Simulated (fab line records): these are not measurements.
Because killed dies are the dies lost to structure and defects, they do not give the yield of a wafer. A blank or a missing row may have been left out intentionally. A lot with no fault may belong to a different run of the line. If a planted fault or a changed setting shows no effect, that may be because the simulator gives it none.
fab line records    flow sky130
record lots=24  wafers=72  last-day=50
route steps=708 shown CONTACT@406 METAL2@487 VIA2@519 METAL3@532
lots that met no fault: from a run of the same line without faults
start-h: hours from the record's opening day to when the first of the lot's shown wafers began    wait-h: hours from the lot's prior step to this one    " as in the row above    L1.1+2: a row that stands for several wafers    - no value present, or no start provided    * or withheld: withheld    < > ~ a bound
route shown NAME@n: a module of which the file shows steps, and the number in the route of the first    usual: the fault-free wafers' mean and standard deviation    same: alike in all rows    chamber/n: place in a boat    sites: per-site readings    _std_site: how widely they spread, as a standard deviation    _edge_site: mean of outer sites minus mean of inner sites    radius-mm: for every site, how far away it sits from the centre of the wafer    mask NAME#n: copy n    behind: the most recent tool/chamber to have shaped the wafer    hold: why the lot was held/for how many hours/how that ended    device: transistor that didn't switch, given as n, p or np    end of line: the same wafers' tests at the end of the route    a step with no rows: only its recipe    killed: count of dies lost to structure and defects at first sort (not the wafer's yield)    map: the dies of a wafer, with x for killed, . for not killed, _ for no die there
set.NAME: the setting the step ran with; set.NAME@STEP: the setting that earlier step ran with    model.NAME: the simulator's own value behind a step, which no gauge read
route steps across a sampled set of lots; one table per step, one row per wafer
services: when a tool's chamber went out of use (start-h, in hours from the record's first day, below 0 if earlier), for how many hours, and the reason
## steps
# step SKY_CONTACT_CVD_00
# recipe material=Si3N4  target-thk-nm=75  temp-c=400  time-s=withheld  rf-w=450
# usual heater-power-w=779/96
lot.wafer  tool      chamber  start-h  wait-h  heater-power-w
L074.2     pecvd-02  2        698.10   0.0     629
L074.3     "         1        "        "       718
L074.4     "         1        "        "       731
L075.3     pecvd-03  2        715.19   0.0     972
L075.5     "         0        "        "       818
L075.6     "         1        "        "       898
L076.1     pecvd-04  2        721.21   0.0     699
L076.2     "         0        "        "       659
L076.3     "         2        "        "       702
L077.1     pecvd-03  0        726.62   0.0     783
L077.3     "         1        "        "       837
L077.6     "         1        "        "       829
L078.1     pecvd-04  2        730.66   0.0     773
L078.2     "         0        "        "       721
L078.6     "         0        "        "       721
L079.1     pecvd-03  2        739.31   0.0     1002
L079.4     "         1        "        "       907
L079.6     "         2        "        "       1002
L080.1     pecvd-04  2        757.96   0.0     684
L080.3     "         1        "        "       691
L080.5     "         0        "        "       688
L081.3     pecvd-03  1        772.12   0.0     908
L081.4     "         2        "        "       930
L081.6     "         1        "        "       729
L082.1     pecvd-04  2        792.05   0.0     728
L082.4     "         0        "        "       696
L082.5     "         2        "        "       731
L083.4     pecvd-02  2        796.81   0.0     602
L083.5     "         1        "        "       851
L083.6     "         0        "        "       751
L085.2     pecvd-03  2        801.74   0.0     935
L085.4     "         1        "        "       914
L085.6     "         2        "        "       953
L084.2     pecvd-02  1        802.88   0.0     849
L084.5     "         0        "        "       776
L084.6     "         1        "        "       853
L086.1     pecvd-04  1        807.31   0.0     789
L086.3     "         2        "        "       771
L086.4     "         1        "        "       802
L088.3     pecvd-03  0        820.92   0.0     771
L088.5     "         0        "        "       766
L088.6     "         2        "        "       878
L087.1     pecvd-02  1        827.69   0.0     764
L087.2     "         0        "        "       808
L087.5     "         2        "        "       670
L090.1     pecvd-02  0        841.71   0.0     759
L090.3     "         2        "        "       715
L090.4     "         1        "        "       865
L089.1     pecvd-03  0        842.00   0.0     707
L089.3     "         2        "        "       921
L089.6     "         0        "        "       702
L091.2     pecvd-04  2        851.70   0.0     756
L091.5     "         0        "        "       681
L091.6     "         1        "        "       815
L092.4     pecvd-03  0        852.70   0.0     736
L092.5     "         2        "        "       970
L092.6     "         1        "        "       796
L093.2     pecvd-02  1        853.68   0.0     847
L093.5     "         2        "        "       686
L093.6     "         1        "        "       856
L095.1     pecvd-04  1        864.52   0.0     705
L095.2     "         0        "        "       673
L095.5     "         0        "        "       677
L094.3     pecvd-03  1        865.46   0.0     842
L094.4     "         0        "        "       720
L094.5     "         0        "        "       716
L096.1     pecvd-02  0        873.92   0.0     771
L096.3     "         2        "        "       668
L096.4     "         0        "        "       802
L097.1     pecvd-03  1        879.18   0.0     800
L097.3     "         0        "        "       795
L097.4     "         0        "        "       793
# step SKY_CONTACT_CMP_04
# recipe material=SiO2  down-force-psi=4  platen-rpm=60  pad-velocity-m-s=0.94248
# usual edge-zone-pressure-frac=1.001/0.005  motor-current-A=12.1/1.6  platen-rpm=60.00/0.041  time-to-endpoint-s=82/4.5
lot.wafer  tool    chamber  start-h  wait-h  edge-zone-pressure-frac  motor-current-A  platen-rpm  time-to-endpoint-s
L074.3     cmp-01  0        698.32   0.0     1.009                    11.4             59.96       81
L074.4     "       1        "        "       1.002                    14.5             59.92       81
L074.2     "       2        "        "       1.001                    12.7             59.97       81
L075.3     cmp-02  3        715.57   0.2     1.002                    14.6             59.99       91
L075.6     "       0        "        "       1.004                    11.1             59.96       88
L075.5     "       1        "        "       1.001                    12.3             60.04       81
L076.2     cmp-01  2        721.59   0.0     0.997                    12.0             60.02       78
L076.3     "       3        "        "       1.004                    9.7              60.03       79
L076.1     "       1        "        "       0.996                    14.5             60.04       80
L077.3     cmp-02  1        726.84   0.0     0.992                    12.2             59.97       79
L077.1     "       3        "        "       1.007                    13.6             60.09       92
L077.6     "       2        "        "       1.000                    10.3             59.98       89
L078.2     cmp-01  3        730.88   0.0     0.991                    10.1             59.98       80
L078.1     "       0        "        "       1.001                    12.0             60.04       83
L078.6     "       3        "        "       0.997                    10.2             60.05       84
L079.4     cmp-02  2        739.58   0.1     0.991                    10.5             60.00       86
L079.1     "       0        "        "       0.998                    11.2             60.07       92
L079.6     "       1        "        "       1.005                    12.5             59.97       80
L080.3     cmp-01  1        758.23   0.1     1.004                    14.7             60.03       75
L080.1     "       2        "        "       0.996                    12.4             59.99       77
L080.5     "       0        "        "       1.006                    11.6             59.99       78
L081.4     cmp-02  3        772.34   0.0     1.006                    13.9             60.08       86
L081.3     "       2        "        "       0.997                    10.5             60.02       77
L081.6     "       3        "        "       0.999                    13.7             60.05       85
L082.1     cmp-02  1        792.37   0.1     1.002                    12.0             60.00       80
L082.4     "       2        "        "       0.996                    10.7             60.04       86
L082.5     "       3        "        "       1.008                    13.9             59.94       92
L083.4     cmp-01  2        797.07   0.1     0.993                    11.8             59.96       84
L083.5     "       1        "        "       0.995                    14.3             59.95       81
L083.6     "       2        "        "       0.993                    12.1             60.01       80
L085.2     cmp-01  2        801.96   0.0     1.000                    13.0             60.01       80
L085.4     "       3        "        "       1.004                    9.5              60.01       80
L085.6     "       3        "        "       1.008                    9.8              60.05       83
L084.2     cmp-02  2        803.12   0.0     1.006                    10.2             60.01       81
L084.6     "       2        "        "       1.003                    10.4             60.01       83
L084.5     "       3        "        "       0.999                    13.2             60.02       94
L086.3     cmp-01  0        807.53   0.0     1.000                    11.1             59.94       81
L086.1     "       2        "        "       1.001                    12.7             60.02       81
L086.4     "       3        "        "       1.003                    9.8              59.97       80
L088.3     cmp-02  2        821.38   0.3     1.002                    11.1             59.96       79
L088.5     "       1        "        "       1.000                    12.2             60.00       76
L088.6     "       2        "        "       1.001                    9.6              59.96       82
L087.1     cmp-02  3        827.91   0.1     0.995                    13.3             60.09       84
L087.2     "       1        "        "       0.993                    11.6             60.06       74
L087.5     "       0        "        "       0.998                    11.3             60.04       77
L090.4     cmp-02  3        841.98   0.1     0.998                    14.0             60.04       91
L090.3     "       0        "        "       1.001                    10.4             60.03       82
L090.1     "       1        "        "       0.997                    12.3             60.05       80
L089.3     cmp-01  3        842.32   0.1     1.011                    10.1             59.94       85
L089.1     "       0        "        "       1.000                    11.8             59.94       85
L089.6     "       2        "        "       1.006                    12.2             59.99       78
L091.2     cmp-02  0        852.13   0.2     0.997                    11.2             59.97       77
L091.5     "       1        "        "       1.003                    12.3             59.99       73
L091.6     "       2        "        "       1.007                    10.1             59.97       70
L092.4     cmp-02  0        852.96   0.1     1.007                    11.5             60.00       84
L092.6     "       3        "        "       1.008                    14.3             59.90       92
L092.5     "       0        "        "       1.007                    11.0             60.09       81
L093.2     cmp-02  1        854.44   0.6     1.004                    11.8             59.96       78
L093.5     "       3        "        "       1.005                    13.9             60.03       82
L093.6     "       0        "        "       1.003                    11.6             60.07       79
L095.1     cmp-01  0        864.75   0.1     1.001                    11.9             60.01       81
L095.2     "       3        "        "       1.001                    10.1             59.98       77
L095.5     "       1        "        "       0.992                    14.4             59.96       80
L094.4     cmp-01  1        865.69   0.0     1.009                    14.7             59.93       85
L094.3     "       3        "        "       0.996                    10.2             60.00       85
L094.5     "       2        "        "       1.004                    12.7             60.04       84
L096.3     cmp-01  3        874.14   0.0     1.001                    9.3              59.97       83
L096.1     "       1        "        "       1.010                    15.1             60.03       81
L096.4     "       2        "        "       1.000                    12.3             60.02       81
L097.4     cmp-01  2        879.45   0.1     0.998                    12.4             59.99       80
L097.1     "       3        "        "       0.995                    10.2             60.03       85
L097.3     "       0        "        "       0.999                    10.8             60.02       85
# step SKY_METAL2_SPUTTER_04
# recipe material=TiN  target-thk-nm=70  power-w=6500  time-s=58.3  chamber-pressure-pa=0.4
# usual cathode-dc-power-W=6500.0/1.1  throttle-valve-pct=29.6/1.2
lot.wafer  tool            chamber  start-h  wait-h  cathode-dc-power-W  throttle-valve-pct
L074.2     pvd-sputter-04  -        786.33   0.0     6498.0              30.7
L074.3     "               -        "        "       6500.8              31.0
L074.4     "               -        "        "       6499.8              29.5
L075.3     pvd-sputter-02  -        801.43   0.0     6500.6              31.0
L075.5     "               -        "        "       6498.8              28.8
L075.6     "               -        "        "       6498.9              29.8
L076.1     pvd-sputter-01  -        806.61   0.0     6499.2              29.4
L076.2     "               -        "        "       6499.2              28.1
L076.3     "               -        "        "       6501.7              29.2
L077.1     pvd-sputter-01  -        813.59   0.0     6500.3              28.1
L077.3     "               -        "        "       6499.8              29.1
L077.6     "               -        "        "       6501.8              29.2
L078.1     pvd-sputter-02  -        815.94   0.0     6499.7              28.7
L078.2     "               -        "        "       6499.7              30.0
L078.6     "               -        "        "       6499.6              31.6
L079.1     pvd-sputter-02  -        826.55   0.0     6499.1              28.9
L079.4     "               -        "        "       6499.2              29.7
L079.6     "               -        "        "       6500.1              31.0
L080.1     pvd-sputter-02  -        842.12   0.0     6498.4              31.0
L080.3     "               -        "        "       6500.7              29.1
L080.5     "               -        "        "       6499.8              28.9
L081.3     pvd-sputter-01  -        855.33   0.0     6498.8              29.5
L081.4     "               -        "        "       6499.6              29.3
L081.6     "               -        "        "       6500.1              28.7
L082.1     pvd-sputter-01  -        876.31   0.0     6498.4              29.5
L082.4     "               -        "        "       6498.7              29.6
L082.5     "               -        "        "       6501.3              28.3
L083.4     pvd-sputter-04  -        881.42   0.0     6499.3              31.0
L083.5     "               -        "        "       6499.0              30.8
L083.6     "               -        "        "       6500.6              29.5
L085.2     pvd-sputter-02  -        885.68   0.0     6498.3              31.4
L085.4     "               -        "        "       6501.1              28.9
L085.6     "               -        "        "       6500.7              31.9
L084.2     pvd-sputter-01  -        886.59   0.0     6501.2              29.2
L084.5     "               -        "        "       6498.0              29.4
L084.6     "               -        "        "       6499.5              28.4
L086.1     pvd-sputter-01  -        890.23   0.0     6500.3              28.4
L086.3     "               -        "        "       6499.9              28.2
L086.4     "               -        "        "       6499.6              29.4
L088.3     pvd-sputter-02  -        903.86   0.0     6500.1              29.8
L088.5     "               -        "        "       6499.6              31.9
L088.6     "               -        "        "       6498.6              28.9
L087.1     pvd-sputter-01  -        911.14   0.0     6501.6              28.1
L087.2     "               -        "        "       6501.9              29.3
L087.5     "               -        "        "       6499.0              27.9
L090.1     pvd-sputter-01  -        923.60   0.0     6501.3              29.4
L090.3     "               -        "        "       6499.5              28.4
L090.4     "               -        "        "       6501.0              28.0
L089.1     pvd-sputter-02  -        924.11   0.0     6498.3              31.5
L089.3     "               -        "        "       6500.6              28.9
L089.6     "               -        "        "       6501.8              28.7
L091.2     pvd-sputter-01  -        933.01   0.0     6500.7              29.5
L091.5     "               -        "        "       6498.4              29.6
L091.6     "               -        "        "       6498.0              28.0
L092.4     pvd-sputter-02  -        933.96   0.0     6500.4              31.1
L092.5     "               -        "        "       6499.0              28.8
L092.6     "               -        "        "       6499.3              32.0
L093.2     pvd-sputter-01  -        936.75   0.0     6501.3              28.0
L093.5     "               -        "        "       6498.4              29.1
L093.6     "               -        "        "       6499.4              28.7
L095.1     pvd-sputter-01  -        946.21   0.0     6501.4              29.5
L095.2     "               -        "        "       6499.3              28.1
L095.5     "               -        "        "       6501.0              29.9
L094.3     pvd-sputter-01  -        947.94   0.0     6500.6              28.1
L094.4     "               -        "        "       6500.2              29.5
L094.5     "               -        "        "       6500.5              29.0
L096.1     pvd-sputter-02  -        955.13   0.0     6500.2              29.1
L096.3     "               -        "        "       6501.2              29.7
L096.4     "               -        "        "       6501.1              31.9
L097.1     pvd-sputter-02  -        958.16   0.0     6500.7              31.8
L097.3     "               -        "        "       6501.2              29.6
L097.4     "               -        "        "       6499.8              29.0
# step SKY_VIA2_CD_MEAS_12
# recipe target-cd-nm=200
# usual cd-nm=199.7/1.4
lot.wafer  tool       chamber  start-h  wait-h  cd-nm
L074.2     cd-sem-02  -        840.23   -       199.7
L074.3     "          -        "        "       198.4
L074.4     "          -        "        "       198.6
L075.3     cd-sem-01  -        854.68   -       198.7
L075.5     "          -        "        "       197.3
L075.6     "          -        "        "       196.9
L076.1     cd-sem-02  -        859.42   -       200.7
L076.2     "          -        "        "       198.8
L076.3     "          -        "        "       200.2
L077.1     cd-sem-02  -        866.16   -       198.7
L077.3     "          -        "        "       198.3
L077.6     "          -        "        "       201.3
L078.1     cd-sem-02  -        870.24   -       199.0
L078.2     "          -        "        "       200.0
L078.6     "          -        "        "       198.5
L079.1     cd-sem-01  -        880.14   -       201.7
L079.4     "          -        "        "       200.5
L079.6     "          -        "        "       201.1
L080.1     cd-sem-01  -        894.96   -       200.7
L080.3     "          -        "        "       200.6
L080.5     "          -        "        "       201.1
L081.3     cd-sem-02  -        908.75   -       200.1
L081.4     "          -        "        "       200.6
L081.6     "          -        "        "       200.8
L082.1     cd-sem-01  -        928.81   -       201.7
L082.4     "          -        "        "       201.6
L082.5     "          -        "        "       203.2
L083.4     cd-sem-02  -        932.95   -       201.1
L083.5     "          -        "        "       200.4
L083.6     "          -        "        "       200.0
L085.2     cd-sem-02  -        937.64   -       199.4
L085.4     "          -        "        "       200.6
L085.6     "          -        "        "       201.2
L084.2     cd-sem-01  -        938.78   -       201.3
L084.5     "          -        "        "       200.7
L084.6     "          -        "        "       200.7
L086.1     cd-sem-01  -        941.34   -       201.6
L086.3     "          -        "        "       200.1
L086.4     "          -        "        "       200.2
L088.3     cd-sem-01  -        954.28   -       199.3
L088.5     "          -        "        "       198.7
L088.6     "          -        "        "       199.0
L087.1     cd-sem-02  -        962.47   -       197.8
L087.2     "          -        "        "       197.6
L087.5     "          -        "        "       197.4
L090.1     cd-sem-02  -        973.42   -       200.5
L090.3     "          -        "        "       198.4
L090.4     "          -        "        "       199.6
L089.1     cd-sem-02  -        974.56   -       199.0
L089.3     "          -        "        "       198.3
L089.6     "          -        "        "       199.5
L091.2     cd-sem-01  -        982.49   -       199.8
L091.5     "          -        "        "       199.2
L091.6     "          -        "        "       200.1
L092.4     cd-sem-01  -        983.07   -       200.2
L092.5     "          -        "        "       200.5
L092.6     "          -        "        "       200.8
L093.2     cd-sem-02  -        986.91   -       198.9
L093.5     "          -        "        "       197.3
L093.6     "          -        "        "       197.4
L095.1     cd-sem-01  -        994.91   -       201.2
L095.2     "          -        "        "       202.9
L095.5     "          -        "        "       202.2
L094.3     cd-sem-02  -        996.85   -       199.9
L094.4     "          -        "        "       199.1
L094.5     "          -        "        "       198.9
L096.1     cd-sem-02  -        1003.87  -       196.9
L096.3     "          -        "        "       197.3
L096.4     "          -        "        "       196.7
L097.1     cd-sem-02  -        1005.59  -       200.7
L097.3     "          -        "        "       199.6
L097.4     "          -        "        "       201.0
# step SKY_VIA2_RS_MEAS_22
# recipe thk-meas-gauge=four-point-probe  reads=W_of_VIA2_CVD_21+TiN_of_VIA2_SPUTTER_20
# usual VIA2_W_RS=0.2739/0.0027
lot.wafer  tool           chamber  start-h  wait-h  VIA2_W_RS[ohm/sq]
L074.2     film-metro-02  -        841.27   0.1     0.2752
L074.3     "              -        "        "       0.2757
L074.4     "              -        "        "       0.2737
L075.3     film-metro-02  -        855.75   0.1     0.2690
L075.5     "              -        "        "       0.2685
L075.6     "              -        "        "       0.2710
L076.1     film-metro-02  -        860.47   0.1     0.2710
L076.2     "              -        "        "       0.2760
L076.3     "              -        "        "       0.2682
L077.1     film-metro-02  -        867.21   0.1     0.2736
L077.3     "              -        "        "       0.2758
L077.6     "              -        "        "       0.2741
L078.1     film-metro-01  -        871.28   0.1     0.2760
L078.2     "              -        "        "       0.2765
L078.6     "              -        "        "       0.2736
L079.1     film-metro-01  -        881.21   0.1     0.2760
L079.4     "              -        "        "       0.2719
L079.6     "              -        "        "       0.2752
L080.1     film-metro-01  -        896.04   0.1     0.2748
L080.3     "              -        "        "       0.2764
L080.5     "              -        "        "       0.2741
L081.3     film-metro-01  -        909.83   0.1     0.2704
L081.4     "              -        "        "       0.2719
L081.6     "              -        "        "       0.2707
L082.1     film-metro-02  -        929.89   0.1     0.2760
L082.4     "              -        "        "       0.2730
L082.5     "              -        "        "       0.2729
L083.4     film-metro-03  -        933.99   0.1     0.2731
L083.5     "              -        "        "       0.2717
L083.6     "              -        "        "       0.2736
L085.2     film-metro-03  -        938.68   0.1     0.2751
L085.4     "              -        "        "       0.2726
L085.6     "              -        "        "       0.2775
L084.2     film-metro-02  -        939.82   0.1     0.2783
L084.5     "              -        "        "       0.2731
L084.6     "              -        "        "       0.2771
L086.1     film-metro-02  -        942.42   0.1     0.2766
L086.3     "              -        "        "       0.2781
L086.4     "              -        "        "       0.2742
L088.3     film-metro-03  -        955.33   0.1     0.2715
L088.5     "              -        "        "       0.2708
L088.6     "              -        "        "       0.2702
L087.1     film-metro-02  -        963.51   0.1     0.2716
L087.2     "              -        "        "       0.2747
L087.5     "              -        "        "       0.2761
L090.1     film-metro-03  -        974.46   0.1     0.2806
L090.3     "              -        "        "       0.2802
L090.4     "              -        "        "       0.2776
L089.1     film-metro-02  -        975.61   0.1     0.2720
L089.3     "              -        "        "       0.2725
L089.6     "              -        "        "       0.2713
L091.2     film-metro-02  -        983.53   0.1     0.2712
L091.5     "              -        "        "       0.2713
L091.6     "              -        "        "       0.2723
L092.4     film-metro-02  -        984.12   0.1     0.2749
L092.5     "              -        "        "       0.2742
L092.6     "              -        "        "       0.2751
L093.2     film-metro-02  -        987.95   0.1     0.2774
L093.5     "              -        "        "       0.2731
L093.6     "              -        "        "       0.2764
L095.1     film-metro-02  -        995.96   0.1     0.2742
L095.2     "              -        "        "       0.2703
L095.5     "              -        "        "       0.2694
L094.3     film-metro-02  -        997.90   0.1     0.2716
L094.4     "              -        "        "       0.2779
L094.5     "              -        "        "       0.2739
L096.1     film-metro-02  -        1004.91  0.1     0.2699
L096.3     "              -        "        "       0.2692
L096.4     "              -        "        "       0.2705
L097.1     film-metro-02  -        1006.63  0.1     0.2725
L097.3     "              -        "        "       0.2797
L097.4     "              -        "        "       0.2786
# step SKY_METAL3_SPUTTER_00
# recipe material=Ti  target-thk-nm=15  power-w=3000  time-s=10  chamber-pressure-pa=0.4
# usual cathode-dc-power-W=3000.0/0.54  throttle-valve-pct=29.6/1.1
lot.wafer  tool            chamber  start-h  wait-h  cathode-dc-power-W  throttle-valve-pct
L074.2     pvd-sputter-01  -        841.73   0.1     3000.3              29.3
L074.3     "               -        "        "       2999.7              28.6
L074.4     "               -        "        "       3000.2              29.2
L075.3     pvd-sputter-02  -        856.19   0.1     2999.9              29.7
L075.5     "               -        "        "       2999.1              31.3
L075.6     "               -        "        "       2999.7              32.2
L076.1     pvd-sputter-02  -        860.95   0.2     2999.1              31.8
L076.2     "               -        "        "       2999.8              29.6
L076.3     "               -        "        "       2999.9              31.2
L077.1     pvd-sputter-03  -        867.69   0.1     3000.5              30.7
L077.3     "               -        "        "       3000.8              30.2
L077.6     "               -        "        "       3000.3              30.2
L078.1     pvd-sputter-02  -        871.76   0.2     2999.1              32.0
L078.2     "               -        "        "       3000.6              29.6
L078.6     "               -        "        "       3000.4              32.0
L079.1     pvd-sputter-01  -        881.93   0.2     2999.8              28.1
L079.4     "               -        "        "       2999.7              29.4
L079.6     "               -        "        "       3000.3              29.1
L080.1     pvd-sputter-03  -        896.52   0.1     3000.1              28.6
L080.3     "               -        "        "       2999.8              30.1
L080.5     "               -        "        "       2999.9              28.6
L081.3     pvd-sputter-03  -        910.27   0.1     2999.3              28.6
L081.4     "               -        "        "       3000.2              29.2
L081.6     "               -        "        "       2999.3              29.4
L082.1     pvd-sputter-02  -        930.37   0.1     3000.6              31.7
L082.4     "               -        "        "       3000.9              30.0
L082.5     "               -        "        "       3000.7              31.3
L083.4     pvd-sputter-01  -        934.47   0.1     2999.2              28.7
L083.5     "               -        "        "       3000.3              28.5
L083.6     "               -        "        "       2999.8              28.0
L085.2     pvd-sputter-02  -        939.14   0.1     3000.8              31.5
L085.4     "               -        "        "       2999.2              31.7
L085.6     "               -        "        "       3000.0              32.2
L084.2     pvd-sputter-03  -        940.37   0.1     3000.1              30.5
L084.5     "               -        "        "       2998.4              29.9
L084.6     "               -        "        "       2999.6              29.3
L086.1     pvd-sputter-02  -        942.90   0.2     2999.5              29.1
L086.3     "               -        "        "       3000.7              31.4
L086.4     "               -        "        "       2999.8              29.9
L088.3     pvd-sputter-01  -        955.77   0.1     2999.0              28.1
L088.5     "               -        "        "       2999.8              28.1
L088.6     "               -        "        "       3000.3              28.6
L087.1     pvd-sputter-01  -        963.99   0.1     3000.2              29.3
L087.2     "               -        "        "       2999.3              28.6
L087.5     "               -        "        "       3000.3              28.6
L090.1     pvd-sputter-03  -        974.94   0.1     3000.7              28.7
L090.3     "               -        "        "       2999.9              30.3
L090.4     "               -        "        "       2999.9              30.5
L089.1     pvd-sputter-01  -        976.09   0.1     3000.4              29.4
L089.3     "               -        "        "       3000.8              28.1
L089.6     "               -        "        "       2999.8              29.3
L091.2     pvd-sputter-02  -        983.99   0.2     3000.5              31.7
L091.5     "               -        "        "       3000.2              29.7
L091.6     "               -        "        "       3000.9              29.0
L092.4     pvd-sputter-01  -        984.54   0.1     2999.4              29.3
L092.5     "               -        "        "       2999.4              28.6
L092.6     "               -        "        "       3000.4              28.2
L093.2     pvd-sputter-01  -        988.41   0.1     3000.0              28.2
L093.5     "               -        "        "       3000.3              29.4
L093.6     "               -        "        "       3000.0              28.4
L095.1     pvd-sputter-01  -        996.44   0.2     2999.7              29.4
L095.2     "               -        "        "       2999.1              28.0
L095.5     "               -        "        "       3001.0              29.2
L094.3     pvd-sputter-01  -        998.34   0.1     2999.7              29.0
L094.4     "               -        "        "       2999.7              27.9
L094.5     "               -        "        "       3000.2              29.4
L096.1     pvd-sputter-03  -        1005.39  0.1     2999.5              28.6
L096.3     "               -        "        "       2999.9              29.5
L096.4     "               -        "        "       3000.8              30.5
L097.1     pvd-sputter-03  -        1007.11  0.1     3000.8              30.4
L097.3     "               -        "        "       2999.7              28.5
L097.4     "               -        "        "       3000.7              29.4
## services
tool            chamber  start-h  hours  kind
pecvd-02        -        717.41   4.3    pm
cmp-02          -        744.27   4.0    pm
pecvd-02        -        747.90   0.6    repair
cmp-02          -        753.43   2.0    repair
pecvd-02        1        757.09   3.6    repair
cmp-01          -        760.51   0.6    repair
cmp-02          -        782.05   0.6    repair
pecvd-03        -        796.36   4.3    pm
cmp-01          -        819.08   1.6    repair
cmp-02          -        822.32   3.2    repair
cmp-02          -        830.70   1.4    repair
pvd-sputter-02  -        831.94   8.7    repair
cmp-01          -        849.23   5.6    pm
pecvd-03        -        856.43   2.8    pm
cmp-02          -        870.33   1.5    repair
cmp-02          -        876.05   4.5    pm
cmp-02          -        890.41   1.5    repair
cmp-01          -        911.05   9.3    pm
pecvd-03        -        913.40   6.0    pm
cmp-01          -        920.35   4.0    pm
cmp-01          -        958.90   0.5    repair
cmp-02          -        960.41   1.6    repair
pecvd-03        0        966.18   3.3    repair
cmp-02          -        985.09   2.3    repair
## key
fault none
